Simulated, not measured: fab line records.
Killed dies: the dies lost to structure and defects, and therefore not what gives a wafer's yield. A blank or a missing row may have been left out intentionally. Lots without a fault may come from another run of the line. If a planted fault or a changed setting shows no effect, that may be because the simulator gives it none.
Chamber matching ; flow gf180mcu ; 4 sister chambers for GF_CONTACT_ETCH_16 on rieDiel-03
The step etches BARC in N2/H2. 22 wafers are shown with their chamber, then 11 later ones without.

## WAFERS WITH THEIR CHAMBER
wafer;chamber;drypumpMotorCurrentA (A);rfFwdPowerW (W);oesProductAu (a.u.)
L074.3;0;5.9;493.0;0.851
L074.5;2;5.2;497.7;0.862
L074.6;1;6.4;494.0;0.854
L076.1;3;5.9;494.9;0.861
L076.2;2;5.1;497.0;0.851
L076.3;1;6.3;491.8;0.859
L077.1;2;5.2;495.1;0.859
L077.5;2;5.2;498.1;0.855
L077.6;3;5.9;497.6;0.856
L079.1;1;6.3;491.1;0.858
L079.4;0;5.8;492.1;0.855
L079.6;1;6.3;494.4;0.869
L081.1;1;6.4;494.2;0.855
L081.2;2;5.2;497.4;0.854
L081.6;2;5.2;495.1;0.861
L083.3;3;5.9;494.0;0.856
L083.4;1;6.3;493.8;0.855
L083.5;0;5.9;491.1;0.853
L086.1;2;5.2;496.6;0.852
L086.2;0;5.8;490.3;0.850
L086.4;1;6.3;491.0;0.862
L088.1;2;5.2;496.2;0.858

SIGNATURES, as means of the wafers listed above
reading;chamber 0;chamber 1;chamber 2;chamber 3;scatter within a chamber
drypumpMotorCurrentA;5.850;6.329;5.188;5.900;0.0428
rfFwdPowerW;491.625;492.900;496.650;495.500;1.38
oesProductAu;0.85225;0.85886;0.85650;0.85767;0.00419
Rule: for each reading, subtract the chamber's mean from the wafer's reading, divide by that reading's scatter and square the result; add these up over the readings and take the root, which gives the wafer's distance from the chamber. The wafer belongs to the nearest chamber; if the next one is less than 2 further off, it can't be placed. The scatter: the root of (the sum of the squares of (reading less its chamber's mean) over the shown wafers, divided by (wafers less chambers)).

## WAFERS WHOSE CHAMBER IS MISSING
wafer;drypumpMotorCurrentA (A);rfFwdPowerW (W);oesProductAu (a.u.)
L088.3;6.4;495.2;0.860
L088.5;5.2;497.7;0.854
L093.4;6.3;493.2;0.850
L093.5;5.2;495.4;0.851
L093.6;5.8;493.3;0.854
L095.3;6.3;494.7;0.864
L095.5;5.2;500.8;0.852
L095.6;6.3;494.2;0.852
L096.1;5.9;495.6;0.855
L096.3;5.2;496.2;0.859
L096.5;5.9;490.0;0.853

## THE CHAMBER EACH PASSED THROUGH
wafer;from the rows above;in truth
L088.3;1;1
L088.5;2;2
L093.4;1;1
L093.5;2;2
L093.6;can't be placed: 0 or 3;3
L095.3;1;1
L095.5;2;2
L095.6;1;1
L096.1;3;3
L096.3;2;2
L096.5;0;0
Correctly placed: 10 of 11. Unplaceable from these rows: 1, with the true chamber sitting among the candidates in 1. Wrongly placed: 0.
